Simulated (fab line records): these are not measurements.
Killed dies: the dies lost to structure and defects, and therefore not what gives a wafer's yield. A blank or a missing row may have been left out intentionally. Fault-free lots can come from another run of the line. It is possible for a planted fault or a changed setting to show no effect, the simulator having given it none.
fab line records	flow sky130
record lots=14	wafers=42	last_day=50
route steps=708 shown RES_XHIGH@360 LOCAL_INTERCONNECT@389
lots untouched by any fault: they come from a run of this same line in which no faults occurred
start_h: hours from the record's first day to the start of the lot's first wafer shown	wait_h: time in hours since the lot's previous step	" unchanged from the row above	L1.1+2: several wafers, shown together as one row	- no value, or no start given	* or withheld: withheld	< > ~ a bound
route shown NAME@n: a module of which the file shows steps, and the number in the route of the first	usual: mean/standard deviation taken from wafers without a fault	same: alike in all rows	chamber/n: place in a boat	sites: per-site readings	_std_site: standard deviation across them	_edge_site: mean of outer sites minus mean of inner sites	radius_mm: how far each site lies from the wafer's centre	mask NAME#n: copy n	behind: the last tool/chamber to shape the wafer	hold: what put the lot on hold/how long, in hours/how the hold closed	device: the transistor (n, p or np) that didn't switch	end of line: the route-end tests of the same wafers	for a step that has no rows: nothing shown but its recipe	killed: dies that structure and defects cost at the first sort, which is not the same as the wafer's yield	map: a wafer's dies, marking killed ones x, the rest . and places with no die _
set.NAME: the setting that was run; set.NAME@STEP: the one run at that earlier step	model.NAME: the simulator's own value behind a step, which no gauge read
steps of the route over a sample of lots; a table a step, a row a wafer
services: when a tool's chamber went out of use (start_h, in hours from the record's first day, below 0 if earlier), for how many hours, and the reason
## steps
# step SKY_SD_N_RS_MEAS_18
# recipe thk_meas_gauge=four-point-probe
# usual RES_XHIGH_RS=333.5/1.5
lot.wafer	tool	chamber	start_h	wait_h	RES_XHIGH_RS[ohm/sq]
L321.1	film_metro-03	-	663.37	0.1	333.5
L321.5	"	-	"	"	334.1
L321.6	"	-	"	"	332.1
L324.1	film_metro-01	-	685.71	0.1	333.4
L324.4	"	-	"	"	334.2
L324.6	"	-	"	"	333.6
L326.3	film_metro-01	-	700.80	0.1	335.0
L326.5	"	-	"	"	334.4
L326.6	"	-	"	"	334.8
L331.3	film_metro-04	-	740.57	0.1	332.8
L331.5	"	-	"	"	333.0
L331.6	"	-	"	"	332.1
L330.3	film_metro-04	-	741.40	0.1	331.8
L330.5	"	-	"	"	332.5
L330.6	"	-	"	"	332.0
L334.2	film_metro-03	-	769.83	0.1	335.3
L334.3	"	-	"	"	335.6
L334.6	"	-	"	"	336.3
L337.3	film_metro-03	-	787.25	0.1	333.8
L337.4	"	-	"	"	334.4
L337.6	"	-	"	"	333.5
L336.1	film_metro-03	-	790.96	0.1	333.7
L336.2	"	-	"	"	332.1
L336.5	"	-	"	"	333.6
L338.2	film_metro-01	-	795.33	0.1	335.4
L338.3	"	-	"	"	336.7
L338.4	"	-	"	"	337.1
L339.1	film_metro-01	-	805.56	0.1	333.2
L339.2	"	-	"	"	332.9
L339.6	"	-	"	"	333.1
L341.2	film_metro-03	-	806.07	0.1	333.2
L341.4	"	-	"	"	332.7
L341.5	"	-	"	"	332.3
L340.1	film_metro-04	-	808.76	0.1	330.9
L340.5	"	-	"	"	331.5
L340.6	"	-	"	"	331.3
L342.3	film_metro-03	-	812.15	0.1	332.3
L342.4	"	-	"	"	334.0
L342.6	"	-	"	"	332.6
L343.2	film_metro-01	-	828.83	0.1	334.4
L343.4	"	-	"	"	336.0
L343.5	"	-	"	"	334.6
# step SKY_LOCAL_INTERCONNECT_THK_MEAS_02
# recipe thk_meas_gauge=xrf	reads=TiN_of_LOCAL_INTERCONNECT_SPUTTER_00
# usual LOCAL_INTERCONNECT_TIN_THK=99.6/1.4
lot.wafer	tool	chamber	start_h	wait_h	LOCAL_INTERCONNECT_TIN_THK[nm]
L321.1	film_metro-02	-	693.88	0.1	98.3
L321.5	"	-	"	"	99.0
L321.6	"	-	"	"	99.2
L324.1	film_metro-02	-	715.89	0.1	101.1
L324.4	"	-	"	"	99.1
L324.6	"	-	"	"	99.4
L326.3	film_metro-02	-	730.70	0.1	101.2
L326.5	"	-	"	"	101.1
L326.6	"	-	"	"	101.0
L331.3	film_metro-01	-	769.73	0.1	102.3
L331.5	"	-	"	"	100.7
L331.6	"	-	"	"	101.0
L330.3	film_metro-04	-	770.91	0.1	101.6
L330.5	"	-	"	"	97.8
L330.6	"	-	"	"	99.3
L334.2	film_metro-02	-	798.29	0.1	99.2
L334.3	"	-	"	"	99.8
L334.6	"	-	"	"	99.5
L337.3	film_metro-02	-	815.41	0.1	97.2
L337.4	"	-	"	"	96.4
L337.6	"	-	"	"	98.6
L336.1	film_metro-02	-	819.60	0.1	99.9
L336.2	"	-	"	"	96.7
L336.5	"	-	"	"	97.9
L338.2	film_metro-04	-	823.14	0.1	99.8
L338.3	"	-	"	"	97.4
L338.4	"	-	"	"	100.4
L339.1	film_metro-02	-	834.00	0.1	100.6
L339.2	"	-	"	"	98.6
L339.6	"	-	"	"	99.4
L341.2	film_metro-01	-	835.07	0.1	100.4
L341.4	"	-	"	"	100.6
L341.5	"	-	"	"	100.1
L340.1	film_metro-04	-	836.66	0.1	102.0
L340.5	"	-	"	"	98.1
L340.6	"	-	"	"	101.1
L342.3	film_metro-04	-	840.60	0.1	99.5
L342.4	"	-	"	"	98.5
L342.6	"	-	"	"	99.3
L343.2	film_metro-01	-	857.47	0.1	100.3
L343.4	"	-	"	"	101.5
L343.5	"	-	"	"	98.6
# step SKY_LOCAL_INTERCONNECT_EXPOSE_08
# recipe mask_id=LI1M	na=0.8	source_shape=annular	sigma_inner=0.55	sigma_outer=0.85	target_cd_nm=170	dose_mj=28
# usual exposure_dose_mJ_cm2=28.21/0.22	focus_offset_nm=0.0/0.54	sigma_outer=0.85/0
lot.wafer	tool	chamber	start_h	wait_h	mask	exposure_dose_mJ_cm2	focus_offset_nm	sigma_outer
L321.1	krf_scanner-01	0	708.25	-	LI1M#0	27.92	-0.1	0.85
L321.5	"	0	"	"	LI1M#0	27.92	0.0	0.85
L321.6	"	0	"	"	LI1M#0	27.93	0.1	0.85
L324.1	krf_scanner-02	0	729.98	-	LI1M#0	28.39	0.8	0.85
L324.4	"	0	"	"	LI1M#0	28.39	0.1	0.85
L324.6	"	0	"	"	LI1M#0	28.38	0.1	0.85
L326.3	krf_scanner-02	0	744.52	-	LI1M#0	28.38	-0.3	0.85
L326.5	"	0	"	"	LI1M#0	28.39	0.2	0.85
L326.6	"	0	"	"	LI1M#0	28.36	-0.7	0.85
L331.3	krf_scanner-01	-	782.72	-	LI1M#0	-	-	-
L331.5	"	-	"	"	LI1M#0	-	-	-
L331.6	"	-	"	"	LI1M#0	-	-	-
L330.3	krf_scanner-02	-	784.29	-	LI1M#0	-	-	-
L330.5	"	-	"	"	LI1M#0	-	-	-
L330.6	"	-	"	"	LI1M#0	-	-	-
L334.2	krf_scanner-01	0	810.68	-	LI1M#0	27.95	0.6	0.85
L334.3	"	0	"	"	LI1M#0	27.95	0.3	0.85
L334.6	"	0	"	"	LI1M#0	27.94	0.9	0.85
L337.3	krf_scanner-02	0	828.57	-	LI1M#0	28.37	-0.4	0.85
L337.4	"	0	"	"	LI1M#0	28.40	0.1	0.85
L337.6	"	0	"	"	LI1M#0	28.40	-1.4	0.85
L336.1	krf_scanner-02	0	833.26	-	LI1M#0	28.38	1.0	0.85
L336.2	"	0	"	"	LI1M#0	28.37	0.2	0.85
L336.5	"	0	"	"	LI1M#0	28.33	0.5	0.85
L338.2	krf_scanner-01	0	836.05	-	LI1M#0	27.93	0.3	0.85
L338.3	"	0	"	"	LI1M#0	27.94	0.3	0.85
L338.4	"	0	"	"	LI1M#0	27.94	0.4	0.85
L339.1	krf_scanner-01	0	846.93	-	LI1M#0	27.89	-0.2	0.85
L339.2	"	0	"	"	LI1M#0	27.90	0.2	0.85
L339.6	"	0	"	"	LI1M#0	27.93	-0.7	0.85
L341.2	krf_scanner-01	0	847.80	-	LI1M#0	27.93	0.2	0.85
L341.4	"	0	"	"	LI1M#0	27.92	0.4	0.85
L341.5	"	0	"	"	LI1M#0	27.88	0.7	0.85
L340.1	krf_scanner-01	0	850.06	-	LI1M#0	27.98	-0.1	0.85
L340.5	"	0	"	"	LI1M#0	27.95	-0.5	0.85
L340.6	"	0	"	"	LI1M#0	27.97	0.2	0.85
L342.3	krf_scanner-02	0	853.59	-	LI1M#0	28.39	0.0	0.85
L342.4	"	0	"	"	LI1M#0	28.39	-0.4	0.85
L342.6	"	0	"	"	LI1M#0	28.40	-0.1	0.85
L343.2	krf_scanner-02	0	870.33	-	LI1M#0	28.43	0.2	0.85
L343.4	"	0	"	"	LI1M#0	28.40	0.6	0.85
L343.5	"	0	"	"	LI1M#0	28.45	1.0	0.85
# step SKY_LOCAL_INTERCONNECT_METAL_ETCH_14
# recipe target_depth_nm=110	stop_on=PSG	chemistry=Cl2/BCl3	target=TiN	resist_sidewall_deg=88	pressure_mtorr=10	icp_w=900	bias_w=48.5	Cl2_flow_sccm=60	bcl3_flow_sccm=30	time_s=31.4
# usual drypump_motor_current_A=5.9/0.47	oes_product_au=0.944/0.0085	throttle_valve_pct=21.898/0.011
lot.wafer	tool	chamber	start_h	wait_h	drypump_motor_current_A	oes_product_au	rf_hours_counter_h	throttle_valve_pct
L321.1	rie_metal-02	0	722.17	0.1	6.5	0.930	2	21.900
L321.5	"	1	"	"	5.6	0.951	-	21.900
L321.6	"	0	"	"	6.5	0.943	-	21.894
L324.1	rie_metal-04	0	743.50	0.0	5.8	0.951	15	21.897
L324.4	"	0	"	"	5.8	0.946	-	21.913
L324.6	"	1	"	"	5.4	0.946	-	21.908
L326.3	rie_metal-01	0	758.02	0.0	6.3	0.952	-	21.898
L326.5	"	1	"	"	5.4	0.949	-	21.904
L326.6	"	0	"	"	6.3	0.947	-	21.884
L331.3	rie_metal-02	0	795.68	0.1	6.4	0.958	-	21.885
L331.5	"	0	"	"	6.5	0.943	-	21.896
L331.6	"	0	"	"	6.5	0.947	-	21.893
L330.3	rie_metal-02	0	797.45	0.1	6.4	0.953	-	21.888
L330.5	"	0	"	"	6.5	0.931	-	21.920
L330.6	"	0	"	"	6.5	0.945	-	21.901
L334.2	rie_metal-04	0	823.98	0.0	5.8	0.939	1	21.900
L334.3	"	0	"	"	5.8	0.940	-	21.906
L334.6	"	0	"	"	5.8	0.953	-	21.889
L337.3	rie_metal-04	1	841.42	0.0	5.3	0.926	-	21.902
L337.4	"	0	"	"	5.8	0.927	-	21.895
L337.6	"	0	"	"	5.8	0.943	-	21.899
L336.1	rie_metal-02	0	846.24	0.1	6.5	0.957	7	21.904
L336.2	"	0	"	"	6.5	0.939	-	21.894
L336.5	"	0	"	"	6.5	0.933	-	21.885
L338.2	rie_metal-01	0	848.95	0.0	6.3	0.946	7	21.880
L338.3	"	1	"	"	5.4	0.940	-	21.902
L338.4	"	0	"	"	6.2	0.954	-	21.876
L339.1	rie_metal-01	1	859.92	0.1	5.4	0.958	9	21.896
L339.2	"	0	"	"	6.3	0.940	7	21.908
L339.6	"	1	"	"	5.3	0.948	-	21.892
L341.2	rie_metal-04	1	860.85	0.0	5.3	0.944	8	21.901
L341.4	"	0	"	"	5.8	0.942	-	21.901
L341.5	"	0	"	"	5.8	0.935	-	21.887
L340.1	rie_metal-02	0	862.23	0.0	6.5	0.957	9	21.886
L340.5	"	0	"	"	6.5	0.947	-	21.905
L340.6	"	1	"	"	5.6	0.955	-	21.894
L342.3	rie_metal-02	1	865.92	0.0	5.6	0.953	-	21.900
L342.4	"	0	"	"	6.5	0.933	-	21.888
L342.6	"	0	"	"	6.4	0.937	-	21.898
L343.2	rie_metal-02	0	883.40	0.0	6.5	0.944	9	21.894
L343.4	"	0	"	"	6.5	0.954	-	21.894
L343.5	"	0	"	"	6.4	0.937	-	21.914
## services
tool	chamber	start_h	hours	kind
rie_metal-01	-	692.64	0.5	repair
krf_scanner-02	-	709.06	0.8	pm
krf_scanner-01	-	721.42	1.3	pm
krf_scanner-01	-	742.60	0.8	pm
rie_metal-02	1	758.14	44.0	repair
krf_scanner-01	-	761.57	4.0	pm
krf_scanner-02	-	761.58	0.7	repair
rie_metal-04	0	762.17	-	clean
rie_metal-04	0	762.17	18.7	scheduled_down
rie_metal-04	0	762.17	18.7	vent_cycle
krf_scanner-02	0	762.44	-	calibration
krf_scanner-01	-	770.19	0.3	repair
krf_scanner-02	-	788.75	1.4	repair
krf_scanner-02	-	803.66	1.3	pm
krf_scanner-01	-	804.96	1.0	pm
krf_scanner-02	-	808.36	1.0	pm
krf_scanner-01	0	812.72	-	calibration
krf_scanner-02	-	819.34	0.4	repair
rie_metal-02	1	838.82	17.5	repair
krf_scanner-01	-	871.71	11.6	pm
krf_scanner-02	-	883.26	0.8	pm
## key
first_sign step=SKY_LOCAL_INTERCONNECT_EXPOSE_08	reading=tool_record	direction=missing
effect none on later readings
met_at SKY_LOCAL_INTERCONNECT_EXPOSE_08
struck_lots L330,L331
later_rows_left_out L330.3,L330.5,L330.6,L331.3,L331.5,L331.6
sort_left_out L330.3,L330.5,L330.6,L331.3,L331.5,L331.6
tester_left_out L330,L331
not_acting_at SKY_SD_N_RS_MEAS_18,SKY_LOCAL_INTERCONNECT_THK_MEAS_02,SKY_LOCAL_INTERCONNECT_METAL_ETCH_14
onset_between 744.52 782.72
fault kind=skipped_step_whole	tool=krf_scanner-01,krf_scanner-02	chamber=-	onset_h=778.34	steps=SKY_LOCAL_INTERCONNECT_EXPOSE_08	scope=struck_lots_only
# tester_left_out: of these lots the tester's yield and bins aren't shown, on N5 and GAA mostly nor the transistor test; their killed dies are dies lost to structure and defects alone, not to doping, threshold or leakage, so they don't give the yield
# sort_left_out: the simulated sort isn't trusted on such a fault, so these wafers' sort isn't shown, and their yield isn't known
# later_rows_left_out: the simulator's readings of these wafers behind a module that went badly wrong aren't trusted and aren't shown, but for the sort
